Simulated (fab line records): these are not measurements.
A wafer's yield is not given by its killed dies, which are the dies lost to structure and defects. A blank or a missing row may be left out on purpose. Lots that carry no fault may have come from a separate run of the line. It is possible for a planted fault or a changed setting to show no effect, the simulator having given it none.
Code-filled problem report in 8D (eight disciplines) form :: flow sky130 :: the parts of the form that need people (team, actions taken, sign-off) are left out

1. THE PROBLEM
Mean of oes-product-au at SKY_VIA1_ETCH_14: 1.007 a.u. across 2 wafers in 2 lots; on wafers with no fault it is 0.855 a.u. (standard deviation 0.0048). Relative to the usual mean, that is a shift of +32 standard deviations.
The step: etches BARC in N2/H2, stops on SiO2, time 45.9 s, target depth 60 nm.
Earliest sighting: wafer L674.5 on rie-diel-03 at day 34 21:06. Wafers with a number at this step in the record: 42, from 14 lots. Rule for "out", or "out of limits": more than 4 standard deviations from the usual mean. The rest of the wafers with a number are treated as sound.

2. WHAT IT IS AND WHAT IT IS NOT
question: which readings at this step
is: oes-product-au, run-length-s
is not: chamber-pressure-mTorr, drypump-motor-current-A, h2-flow-sccm

question: which lots
is: L674, L675
is not: L672, L673, L684, L685, L686, L687, L688, L689, L690, L692, L693, L695

question: which wafers of those lots
is: L674.5, L675.3
is not: L674.1, L674.4, L675.2, L675.6

question: read on which tools
is: rie-diel-03
is not: rie-diel-02, rie-diel-04

question: when
is: from day 34 21:06
is not: up to then (8 sound wafers); but 32 sound wafers of L675, L684, L685, L686, L687, L688, L689, L690, L692, L693, L695 came after

3. SUSPECTS, AND WHAT RULES EACH OUT
Counting: if a tool at a process step up to the reading ran every lot that is out, it stays a suspect. Sound lots after the first of them don't rule it out here, since some wafers of a struck lot are sound.
- rie-diel-03 at SKY_VIA1_ETCH_14 (etches BARC in N2/H2, stops on SiO2, time 45.9 s, target depth 60 nm): kept. It ran every lot that is out, first L674 (day 34 21:06); its last sound lot up to then is L673 (day 34 09:33). Out on those wafers are its own readings of oes-product-au, run-length-s.
Left after counting: rie-diel-03 at SKY_VIA1_ETCH_14.

4. THE CAUSE (what the simulator had put in)
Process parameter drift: rie-diel-03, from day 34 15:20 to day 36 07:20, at SKY_VIA1_ETCH_14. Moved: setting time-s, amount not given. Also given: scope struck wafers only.
Only this tool survived the counting.

5. THE EFFECT CHAIN, in route order
Rows list readings where the struck wafers' mean (over those with a number) sits beyond 3 standard deviations from the usual. Only readings for which the record gives a usual standard deviation are gone through. hours: the time from each lot's start at the first step in this table that gives one to its start at this step, as a median over the lots. sigmas: the change in usual standard deviations.
hours: 0
step: SKY_VIA1_ETCH_14
reading: oes-product-au
usual: 0.855 a.u.
on struck wafers: 1.007
change: +0.152
sigmas: +32

hours: 0
step: SKY_VIA1_ETCH_14
reading: run-length-s
usual: 74.2 s
on struck wafers: 61.0
change: -13.2
sigmas: -28

hours: 0
step: SKY_VIA1_ETCH_15
reading: oes-product-au
usual: 0.983 a.u.
on struck wafers: 0.381
change: -0.603
sigmas: -99 or more

hours: 0
step: SKY_VIA1_STRIP_16
reading: strip-time-to-endpoint-s
usual: 4.441 s
on struck wafers: 4.576
change: +0.135
sigmas: +5.4
Process steps it contains:
- SKY_VIA1_ETCH_14: etches BARC in N2/H2, stops on SiO2, time 45.9 s, target depth 60 nm.
- SKY_VIA1_ETCH_15: etches SiO2 in C4F8/O2/Ar, stops on TiN, target depth 351 nm, time 54 s.
- SKY_VIA1_STRIP_16: strips in O2/N2.

6. HOW IT WOULD HAVE BEEN CAUGHT EARLIER
First out-of-limits reading in this record: day 34 21:06, which is 6 hours after fault onset at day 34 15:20.
